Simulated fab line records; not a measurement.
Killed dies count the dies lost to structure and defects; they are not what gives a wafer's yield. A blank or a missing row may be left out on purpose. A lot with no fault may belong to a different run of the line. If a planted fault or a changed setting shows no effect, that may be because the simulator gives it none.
One fault through the eyes of 2 desks / flow sky130 / what lay behind the numbers comes last; until then each desk has only its own

AT THE METROLOGY DESK
Lot by lot, what the gauges showed, no matter which tool ran the lot: averages of those sampled wafers that carry a number. The brackets show how far a lot's mean lies from the usual mean; more than 4 standard deviations puts the lot out of limits, marked OUT.
Columns: A = FIELD_ISO_OXIDATION_01_THK at SKY_FIELD_ISO_THK_MEAS_23, usual 10.07 nm; B = GATE_OXIDE_TW at SKY_GATE_OXIDE_TW_MEAS_14, usual 225.3; C = SD_N_RS at SKY_SD_N_RS_MEAS_16, usual 68.61 ohm/sq
lot=L827; first seen here=day 2 08:34; A=10.04; B=224.4; C=68.71
lot=L830; first seen here=day 3 01:04; A=10.18; B=223.3; C=68.57
lot=L831; first seen here=day 3 05:10; A=10.01; B=226.6; C=68.52
lot=L832; first seen here=day 3 08:47; A=10.06; B=226.2; C=68.61
lot=L834; first seen here=day 3 21:10; A=10.13; B=225.4; C=68.61
lot=L839; first seen here=day 5 01:34; A=9.91; B=209.5 (-14) OUT; C=68.68
lot=L840; first seen here=day 5 04:28; A=10.28; B=209.5 (-14) OUT; C=68.60
lot=L841; first seen here=day 5 09:51; A=10.08; B=223.2; C=68.62
lot=L846; first seen here=day 6 09:49; A=10.17; B=226.7; C=68.70
lot=L847; first seen here=day 6 15:53; A=10.15; B=225.9; C=68.49
lot=L849; first seen here=day 7 01:16; A=10.04; B=225.6; C=68.60
lot=L850; first seen here=day 7 06:51; A=10.07; B=225.7; C=68.56
This desk finds L839, L840 out of limits, with the earliest case on L839 at day 18 08:57 (GATE_OXIDE_TW at SKY_GATE_OXIDE_TW_MEAS_14). L827, L830, L831, L832, L834, L841, L846, L847, L849, L850: within limits.

TOOL OWNER'S DESK, implanter-04
The tool's own readings at SKY_GATE_OXIDE_IMPLANT_11: means of the sampled wafers that have a number, for each lot that ran on this tool. The brackets show how far a lot's mean lies from the usual mean; more than 4 standard deviations puts the lot out of limits, marked OUT.
Columns: A = dose_ions_cm2 at SKY_GATE_OXIDE_IMPLANT_11, usual 2.5992e+12; B = faraday_current_uA at SKY_GATE_OXIDE_IMPLANT_11, usual 14.68
lot=L832; first seen here=day 15 18:14; A=2.6019e+12; B=14.35
lot=L834; first seen here=day 16 11:41; A=2.6017e+12; B=14.71
lot=L839; first seen here=day 18 08:35; A=2.0303e+12 (-99 or more) OUT; B=11.42 (-12) OUT
lot=L840; first seen here=day 18 13:11; A=2.0334e+12 (-99 or more) OUT; B=11.43 (-12) OUT
lot=L849; first seen here=day 21 17:53; A=2.5968e+12; B=14.69
lot=L850; first seen here=day 22 01:38; A=2.5970e+12; B=14.75
This desk finds L839, L840 out of limits, L839 being first, at day 18 08:35 (dose_ions_cm2 at SKY_GATE_OXIDE_IMPLANT_11). L832, L834, L849, L850: within limits.

BROUGHT TOGETHER
An alarm could have come from the tool owner's desk at day 18 08:35, on L839, L840.
L839, L840 would have let the metrology desk raise an alarm at day 18 08:57.
On implanter-04, each named lot ran SKY_GATE_OXIDE_IMPLANT_11.

WHAT THE SIMULATOR PUT IN
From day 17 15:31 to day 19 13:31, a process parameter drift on implanter-04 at SKY_GATE_OXIDE_IMPLANT_11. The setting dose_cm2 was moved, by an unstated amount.
Lots struck among those shown: L839, L840.
Delay (hours) between the fault's onset and each desk's first out-of-limits reading: 17 at the tool owner's desk, 17 at the metrology desk.
